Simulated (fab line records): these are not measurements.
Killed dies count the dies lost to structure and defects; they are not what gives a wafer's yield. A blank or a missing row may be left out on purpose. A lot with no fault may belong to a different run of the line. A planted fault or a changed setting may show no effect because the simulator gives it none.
Comparing a struck lot with a sound one / flow sky130 / 43 out of 708 route steps
Sound: wafers L299.3, L299.5, L299.6. Struck: wafers L317.4, L317.6 (left out: L317.5, a lot-mate that was not struck); the cause follows at the end.
Per side, at each step with rows, come the tool, then ch with its chambers, and then its first start. Under that, the readings that differ: sound wafers / struck wafers / difference of the means / sigmas: that difference in standard deviations of wafers without a fault.
alike: a reading whose means differ by less than 2 such deviations, as well as words and numbers matching on both sides. not compared: withheld readings; readings where some wafer has no value; bounds like >300 that might hide an equal value; numbers whose values overlap and for which the record gives no deviation.
The two part at a step that has a row with sigmas, a row that says differs or no value, or rows on one side only. Numbers that don't overlap but have no deviation are shown without sigmas and don't part them. A reading missing from all wafers of one side parts the sides only when that side holds two or more wafers.

first, 8 steps without rows for these wafers: SKY_VIA2_DEHYDRATE_04 (time 60 s); SKY_VIA2_HMDS_05 (prime time 60 s); SKY_VIA2_COAT_06 (resist thk 60 nm); SKY_VIA2_COAT_07 (resist thk 450 nm); SKY_VIA2_SOFTBAKE_08 (time 90 s); SKY_VIA2_EXPOSE_09 (exposes mask VIM2, target cd 200 nm); SKY_VIA2_PEB_10; SKY_VIA2_DEVELOP_11 (develop time 60 s).
SKY_VIA2_CD_MEAS_12: target cd 200 nm.
  sound on cd_sem-02 at day 37 02:50; struck on cd_sem-01 at day 41 15:19
  alike: cd_nm
SKY_VIA2_OVL_MEAS_13:
  sound on overlay-01 at day 37 02:56; struck on overlay-01 at day 41 15:23
  alike: VIA2_OVL
SKY_VIA2_ETCH_14: etches BARC in N2/H2, stops on SiO2, time 45.9 s, target depth 60 nm.
  sound on rie_diel-03 ch 0,3, day 37 02:58; struck on rie_diel-02 ch 1,3, day 41 15:25
  alike: drypump_motor_current_A, h2_flow_sccm, oes_product_au, throttle_valve_pct
  not compared: rf_hours_counter_h
SKY_VIA2_ETCH_15: etches SiO2 in C4F8/O2/Ar, stops on TiN, target depth 546 nm, time 84 s.
  sound on rie_diel-03 ch 0,3, day 37 03:00; struck on rie_diel-02 ch 1,3, day 41 15:27
  alike: oes_product_au
  not compared: rf_hours_counter_h
SKY_VIA2_STRIP_16: strips in O2/N2.
  sound on plasma_asher-02 ch 0,1, day 37 03:06; struck on plasma_asher-02 ch 0, day 41 15:33
  alike: drypump_motor_current_A, oes_product_au, strip_time_to_endpoint_s
  not compared: rf_hours_counter_h
then, 5 steps without rows for these wafers: SKY_VIA2_STRIP_17 (strips in post etch residue remover, time 1200 s); SKY_VIA2_CLEAN_18 (cleans in IPA, time 180 s); SKY_VIA2_CLEAN_19 (cleans in O3/DIW); SKY_VIA2_SPUTTER_20 (material TiN, target thk 20 nm, time 80 s); SKY_VIA2_CVD_21 (deposits W, target thk 420 nm, time 126.4 s).
SKY_VIA2_RS_MEAS_22: a four-point-probe measurement.
  sound on film_metro-03 at day 37 03:56; struck on film_metro-04 at day 41 16:22
reading=VIA2_W_RS (ohm/sq); sound=0.281 0.274 0.279; struck=0.271 0.270; difference=-0.008; sigmas=-2
SKY_VIA2_THK_MEAS_23: measures by xrf.
  sound on film_metro-03 at day 37 04:02; struck on film_metro-04 at day 41 16:27
reading=VIA2_W_THK (nm); sound=407 415 408; struck=427 427; difference=+17; sigmas=+2
then, 4 steps without rows for these wafers: SKY_VIA2_CMP_24 (polishes, stops on SiO2, t overpolish 20 s, target thk 0 nm); SKY_METAL3_SPUTTER_00 (material Ti, target thk 15 nm, time 10 s); SKY_METAL3_SPUTTER_01 (material TiN, target thk 20 nm, time 16.7 s); SKY_METAL3_SPUTTER_02 (material AlCu, target thk 735 nm, time 39.1 s).
SKY_METAL3_SPUTTER_03: material Ti, target thk 5 nm, time 3.3 s.
  sound on pvd_sputter-03 at day 37 04:27; struck on pvd_sputter-02 at day 41 16:56
  alike: throttle_valve_pct
SKY_METAL3_SPUTTER_04: material TiN, target thk 70 nm, time 58.3 s.
  sound on pvd_sputter-03 at day 37 04:28; struck on pvd_sputter-02 at day 41 16:59
  alike: throttle_valve_pct
SKY_CAPM_CVD_00: deposits SiO2, target thk 15.5 nm.
  sound on pecvd-01 ch 0,1,2, day 37 04:31; struck on pecvd-03 ch 0,1, day 41 17:01
  alike: heater_power_w
SKY_CAPM_THK_MEAS_01:
  sound on film_metro-04 at day 37 04:34; struck on film_metro-03 at day 41 17:04
  alike: CAPM_CVD_00_THK
then, 1 step without rows for these wafers: SKY_CAPM_SPUTTER_02 (material TiN, target thk 200 nm, time 166.7 s).
SKY_CAPM_RS_MEAS_03: a four-point-probe measurement.
  sound on film_metro-04 at day 37 04:45; struck on film_metro-04 at day 41 17:16
reading=CAPM_TIN_RS (ohm/sq); sound=7.03 6.98 7.04; struck=6.89 6.89; difference=-0.13; sigmas=-2
SKY_CAPM_THK_MEAS_04: measures by xrf.
  sound on film_metro-04 at day 37 04:51; struck on film_metro-04 at day 41 17:21
reading=CAPM_TIN_THK (nm); sound=197.9 199.4 196.5; struck=203.1 203.8; difference=+5.5; sigmas=+3
then, 7 steps without rows for these wafers: SKY_CAPM_DEHYDRATE_05 (time 60 s); SKY_CAPM_HMDS_06 (prime time 60 s); SKY_CAPM_COAT_07 (resist thk 1140 nm); SKY_CAPM_SOFTBAKE_08 (time 60 s); SKY_CAPM_EXPOSE_09 (exposes mask CAPM, target cd 1000 nm); SKY_CAPM_PEB_10; SKY_CAPM_DEVELOP_11 (develop time 60 s).
SKY_CAPM_OVL_MEAS_12:
  sound on overlay-01 at day 38 06:46; struck on overlay-02 at day 42 16:35
  alike: CAPM_OVL
then, 3 steps without rows for these wafers: SKY_CAPM_METAL_ETCH_13 (etches TiN in Cl2/BCl3, stops on SiO2, target depth 220 nm, time 62.9 s); SKY_CAPM_STRIP_14 (strips in O2/N2); SKY_CAPM_STRIP_15 (strips in post etch residue remover, time 1200 s).
-- the record jumps here: 7 days lie between the struck wafers' starts before and after (it left off in module CAPM and takes up again in module PAD_OPEN, whose first step shown is number 708 of the route) --
SKY_PAD_OPEN_PROBE_99:
  sound on prober-01 at day 46 14:17; struck on prober-01 at day 50 01:59
reading=defect_limited_yield (%); sound=80.9 83.1 81.7; struck=74.8 74.4; difference=-7.3; sigmas=-4
reading=killed_at_M0_to_M3; sound=41 49 41; struck=85 91; difference=+44; sigmas=+6
reading=killed_dies; sound=94 83 90; struck=124 126; difference=+36; sigmas=+4
reading=sort_bin_3_pad_short (%); sound=1.4 0.6 0.4; struck=2.4 3.0; difference=+1.9; sigmas=+4
reading=sort_bin_5_function (%); sound=10.8 10.6 11.2; struck=15.0 16.3; difference=+4.8; sigmas=+3
reading=sort_n_pass; sound=398 409 402; struck=368 366; difference=-36; sigmas=-4
reading=sort_yield_pct (%); sound=80.9 83.1 81.7; struck=74.8 74.4; difference=-7.3; sigmas=-4
reading=model.etest.tester.sort_n_pass; sound=398 409 402; struck=368 366; difference=-36; sigmas=
reading=model.etest.tester.sort_yield_pct (%); sound=80.89 83.13 81.71; struck=74.8 74.39; difference=-7.3; sigmas=
reading=model.etest.tester.sort_bin_5_pct (%); sound=10.77 10.57 11.18; struck=15.04 16.26; difference=+4.81; sigmas=
reading=model.etest.tester.sort_bin_3_pct (%); sound=1.423 0.6098 0.4065; struck=2.439 3.049; difference=+1.931; sigmas=
  alike: killed_at_M4_up, killed_at_contacts, killed_at_front_end, killed_at_other, killed_open, killed_short, sort_bin_6_memory

## WHERE THEY PART
At SKY_VIA2_RS_MEAS_22 first; at SKY_PAD_OPEN_PROBE_99 last (within this record only).

WHY: the cause the simulator had injected
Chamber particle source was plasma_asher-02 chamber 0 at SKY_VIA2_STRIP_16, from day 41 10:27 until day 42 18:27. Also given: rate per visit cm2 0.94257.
